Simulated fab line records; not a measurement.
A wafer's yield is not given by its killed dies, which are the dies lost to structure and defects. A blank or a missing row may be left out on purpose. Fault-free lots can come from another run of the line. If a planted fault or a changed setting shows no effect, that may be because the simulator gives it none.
A struck lot beside a sound one ; flow gf180mcu ; 16 out of 602 route steps
Sound: the wafers L861.1, L861.2, L861.3. Struck: wafers L855.3, L855.6. (L855.5 of the same lot was not struck and is left out.) The cause comes at the end.
Order at every step that has rows: each side's tool, ch and its chambers, its first start. Under that, the readings that differ: sound wafers ; struck wafers ; difference of the means ; sigmas: that difference in standard deviations of wafers without a fault.
alike: same words and numbers on both sides, and readings whose means sit less than 2 such deviations apart. not compared: any withheld reading, any reading some wafer has no value for, any bound like >300 that may hide the same value, and any number with overlapping values for which the record gives no deviation.
A row with sigmas, a row that says differs or no value, or rows on one side alone: a step with any of these is where the two part. Non-overlapping numbers with no deviation appear without sigmas and do not part them. Lack of a reading on every wafer of one side parts them only where that side has two or more wafers.

GF_HV_LDD_RS_MEAS_53: the measuring method here is four-point-probe.
  sound: filmMetro-03 at day 18 10:53; struck: filmMetro-04 at day 17 08:04
  alike: HV_LDD_RS
then, 1 step without rows for these wafers: GF_HV_LDD_CVD_54 (deposits SiO2 from TEOS, target thk 10 nm, time 75 s).
GF_HV_LDD_THK_MEAS_55:
  sound: filmMetro-02 at day 18 12:43; struck: filmMetro-04 at day 17 09:38
  alike: HV_LDD_CVD_54_THK
then, 1 step without rows for these wafers: GF_HV_LDD_CVD_56 (deposits Si3N4 from DCS/NH3, target thk 90 nm, time 1543 s).
GF_HV_LDD_THK_MEAS_57:
  sound: filmMetro-02 at day 18 14:13; struck: filmMetro-03 at day 17 11:07
  alike: HV_LDD_CVD_56_THK
GF_HV_LDD_ETCHBACK_58: etches Si3N4 in CH3F/O2, stops on SiO2, time 100 s, target depth 90 nm.
  sound on rieDiel-04 ch 0,1,2, day 18 14:16; struck on rieDiel-01 ch 0,2, day 17 11:10
  alike: ch3fFlowSccm, drypumpMotorCurrentA, oesProductAu, throttleValvePct
  not compared: rfHoursCounterH
then, 6 steps without rows for these wafers: GF_NSD_DEHYDRATE_00 (time 60 s); GF_NSD_HMDS_01 (prime time 60 s); GF_NSD_COAT_02 (resist thk 1000 nm); GF_NSD_SOFTBAKE_03 (time 60 s); GF_NSD_EXPOSE_04 (exposes mask Nplus, target cd 400 nm); GF_NSD_PEB_05.
GF_NSD_DEVELOP_06: develop time 60 s.
  sound on lithoTrack-03 ch 0, day 19 14:41; struck on lithoTrack-01 ch 0, day 18 10:13
  alike: chillPlateTempC, exhaustPa
GF_NSD_CD_MEAS_07 targets a cd of 400 nm.
  sound: cdSem-02 at day 19 14:50; struck: cdSem-02 at day 18 10:23
reading;sound;struck;difference;sigmas
cdNm (nm);400.2 398.6 398.5;409.0 409.2;+10.0;+4
GF_NSD_OVL_MEAS_08:
  sound: overlay-01 at day 19 14:58; struck: overlay-01 at day 18 10:29
reading;sound;struck;difference;sigmas
NSD_OVL (nm);1.9 2.8 1.2;-3.2 -1.5;-4.3;-3
GF_PASSIVATION_PROBE_99:
  rows exist in the record for the sound wafers here (prober-02, day 34 02:08), none for the struck ones

== WHERE THEY PART ==
First at GF_NSD_CD_MEAS_07; last, within this record, at GF_PASSIVATION_PROBE_99.

WHY: whatever the simulator had introduced
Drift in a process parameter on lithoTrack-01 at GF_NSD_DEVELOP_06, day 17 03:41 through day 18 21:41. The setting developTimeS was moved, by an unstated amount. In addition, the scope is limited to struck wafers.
